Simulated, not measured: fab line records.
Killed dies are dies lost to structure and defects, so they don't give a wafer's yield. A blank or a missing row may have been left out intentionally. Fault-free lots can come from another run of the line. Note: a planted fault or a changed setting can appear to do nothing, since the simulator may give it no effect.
Check for tools in common | flow sky130 | Lots sampled 12, wafers sampled 36

== WHY IT WAS OPENED ==
Of 12 lots, 2 have the reading VT_ADJUST_HVTP_TW flagged at SKY_VT_ADJUST_HVTP_TW_MEAS_11. Fault-free wafers read 1345, with a standard deviation of 5.8.
Rule: a lot is flagged in two cases, either no wafer of it has a number, or all its wafers with numbers fall more than 4 standard deviations from that mean. As for the other lots, they are considered sound.

lot  | measured     | on           | VT_ADJUST_HVTP_TW, wafer by wafer | flag
L910 | day 6 02:51  | filmMetro-02 | 1340 1343 1347                    | 
L911 | day 6 10:08  | filmMetro-02 | 1357 1349 1346                    | 
L913 | day 6 16:54  | filmMetro-02 | 1353 1346 1349                    | 
L914 | day 7 02:28  | filmMetro-04 | 1343 1340 1344                    | 
L915 | day 7 11:29  | filmMetro-04 | 1353 1353 1352                    | 
L919 | day 8 16:23  | filmMetro-04 | 1344 1351 1344                    | 
L922 | day 9 11:45  | filmMetro-04 | 1349 1353 1342                    | 
L923 | day 9 19:17  | filmMetro-02 | 1345 1340 1344                    | 
L924 | day 9 21:14  | filmMetro-02 | 1343 1339 1346                    | 
L925 | day 10 03:09 | filmMetro-02 | 1303 1298 1300                    | FLAGGED
L926 | day 10 09:59 | filmMetro-02 | 1301 1308 1304                    | FLAGGED
L928 | day 10 21:26 | filmMetro-04 | 1343 1342 1349                    | 
On average the flagged lots' numbers are 1302, which is -43 against the usual, or -7 standard deviations.

== WHICH TOOL EACH LOT WENT THROUGH ==
The record holds 2 process steps before the reading, out of a route of 708 steps. Every cell lists first the tool, next ch and the chambers used by the sampled wafers, and last the start.
lot  | flag    | SKY_FIELD_ISO_CMP_27         | SKY_VT_ADJUST_HVTP_IMPLANT_09
L910 |         | cmp-02 ch 0,1,3, day 2 12:04 | implanter-01 ch 0, day 6 02:36
L911 |         | cmp-02 ch 1,2, day 2 16:10   | implanter-04 ch 0, day 6 09:55
L913 |         | cmp-02 ch 0,1,2, day 2 23:19 | implanter-04 ch 0, day 6 16:39
L914 |         | cmp-02 ch 0,2,3, day 3 06:28 | implanter-04 ch 0, day 7 02:16
L915 |         | cmp-01 ch 0,1,2, day 3 14:19 | implanter-04 ch 0, day 7 11:14
L919 |         | cmp-02 ch 1,2,3, day 4 12:34 | implanter-04 ch 0, day 8 16:06
L922 |         | cmp-01 ch 1,3, day 5 04:23   | implanter-03 ch 0, day 9 11:30
L923 |         | cmp-02 ch 0,1,3, day 5 10:54 | implanter-01 ch 0, day 9 19:02
L924 |         | cmp-02 ch 1,2,3, day 5 12:23 | implanter-03 ch 0, day 9 20:59
L925 | FLAGGED | cmp-02 ch 1,2,3, day 5 18:18 | implanter-03 ch 0, day 10 02:54
L926 | FLAGGED | cmp-01 ch 1,2,3, day 5 23:38 | implanter-03 ch 0, day 10 09:41
L928 |         | cmp-01 ch 1,2,3, day 6 08:24 | implanter-01 ch 0, day 10 21:10
What is done by these steps:
- SKY_FIELD_ISO_CMP_27: polishes, stops on Si3N4, t overpolish 16 s, target thk 457.8 nm.
- SKY_VT_ADJUST_HVTP_IMPLANT_09
- SKY_VT_ADJUST_HVTP_TW_MEAS_11

== FLAGGED OVER TOTAL, TOOL BY TOOL (the gauges that took the reading come last) ==
step                          | tool         | lots run | flagged | share of the flagged lots | sound lots run after its first flagged lot
SKY_FIELD_ISO_CMP_27          | cmp-01       | 4        | 1       | some                      | 1 (L928)
SKY_FIELD_ISO_CMP_27          | cmp-02       | 8        | 1       | some                      | 0
SKY_VT_ADJUST_HVTP_IMPLANT_09 | implanter-01 | 3        | 0       | none                      | -
SKY_VT_ADJUST_HVTP_IMPLANT_09 | implanter-03 | 4        | 2       | all                       | 0
SKY_VT_ADJUST_HVTP_IMPLANT_09 | implanter-04 | 5        | 0       | none                      | -
SKY_VT_ADJUST_HVTP_TW_MEAS_11 | filmMetro-02 | 7        | 2       | all                       | 0
SKY_VT_ADJUST_HVTP_TW_MEAS_11 | filmMetro-04 | 5        | 0       | none                      | -

== WHAT IS ALLOWED BY THE TABLE ==
Every flagged lot went through 2 rows of the table: implanter-03 at SKY_VT_ADJUST_HVTP_IMPLANT_09 and filmMetro-02 at SKY_VT_ADJUST_HVTP_TW_MEAS_11.
- implanter-03 at SKY_VT_ADJUST_HVTP_IMPLANT_09 ran 4 lots, 2 of them flagged. Last sound lot L924 at day 9 20:59, first flagged lot L925 at day 10 02:54; a fault beginning in between fits. Its own readings (beamEnergyKeV) fall more than 4 standard deviations out on all wafers of the flagged lots.
- filmMetro-02 at SKY_VT_ADJUST_HVTP_TW_MEAS_11 ran 7 lots, 2 of them flagged. Last sound lot L924 at day 9 21:14, first flagged lot L925 at day 10 03:09; a fault beginning in between fits.
These 2 tools cannot be told apart by counting lots, since each of them fits a fault that started at some hour. More lots, or a look at what each step does to the wafer, might.

== WHAT WAS PUT IN BY THE SIMULATOR ==
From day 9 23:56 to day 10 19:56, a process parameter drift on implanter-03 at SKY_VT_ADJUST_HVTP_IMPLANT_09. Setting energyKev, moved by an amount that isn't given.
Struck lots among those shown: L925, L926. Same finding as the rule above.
